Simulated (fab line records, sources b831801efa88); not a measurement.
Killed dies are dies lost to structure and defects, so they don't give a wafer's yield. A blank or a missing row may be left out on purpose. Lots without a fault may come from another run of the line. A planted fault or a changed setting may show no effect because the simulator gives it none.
Which tool did it? | flow gf180mcu | 6 lots, 18 wafers sampled, at 2 steps of a route of 602

WHAT THE GAUGES READ, wafer by wafer
GF_VT_IMPLANT_RS_MEAS_47: measures by four-point-probe.
lot  | measured     | on            | NWELL_RS (ohm/sq)
L886 | day 8 02:26  | film_metro-03 | 489.8 487.3 487.9
L894 | day 10 10:09 | film_metro-01 | 464.5 464.9 466.5 464.7 464.9 465.5
L897 | day 11 09:44 | film_metro-03 | 465.5 465.5 466.1 465.2 465.6 465.4
L899 | day 11 22:15 | film_metro-03 | 486.3 487.8 486.3
L901 | day 12 20:19 | film_metro-02 | 487.5 487.0 487.4
L906 | day 14 00:06 | film_metro-02 | 486.2 486.9 487.6

WHICH TOOL RAN EACH LOT (tool, then ch and the chambers of the sampled wafers, then the start)
lot  | GF_NWELL_IMPLANT_09
L886 | implanter-03 ch 0, day 3 18:01
L894 | implanter-04 ch 0, day 5 15:02
L897 | implanter-04 ch 0, day 6 11:23
L899 | implanter-03 ch 0, day 6 19:44
L901 | implanter-02 ch 0, day 7 13:18
L906 | implanter-03 ch 0, day 8 12:50
- GF_NWELL_IMPLANT_09

THE ANSWER, worked out from the rows above alone
Rule: what is usual is taken from the lots themselves. Put in order of their means at a reading, lots are off if they are a third of the lots or fewer, leave a main group of 4 or more, and stand apart from it by a gap of 3 or more times the standard deviation of the main group's means; of several such gaps the widest counts. A main group whose means are all the same, to the digits that the tables above print for the reading, isn't used. A lot without any number at a reading at which 4 lots or more have one is off too. The other lots that the step has rows for count as sound.
Off: L894, L897, at GF_VT_IMPLANT_RS_MEAS_47 (NWELL_RS). The main group: mean 487.3 ohm/sq, standard deviation 0.61.
A tool fits if, at a process step before that reading, it ran every lot that is off, and no sound lot after the first of them. The gauges at GF_VT_IMPLANT_RS_MEAS_47 are tried like those tools. One fits: implanter-04 at GF_NWELL_IMPLANT_09. It ran no sound lot before its first lot that is off in this sample, so the start can't be narrowed down.

WHAT THE SIMULATOR HAD PUT IN
Process parameter drift: implanter-04, from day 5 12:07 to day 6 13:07, at GF_NWELL_IMPLANT_09. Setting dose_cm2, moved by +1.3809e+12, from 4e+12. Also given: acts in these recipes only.
Lots struck among those shown: L894, L897. The rule above found the same.
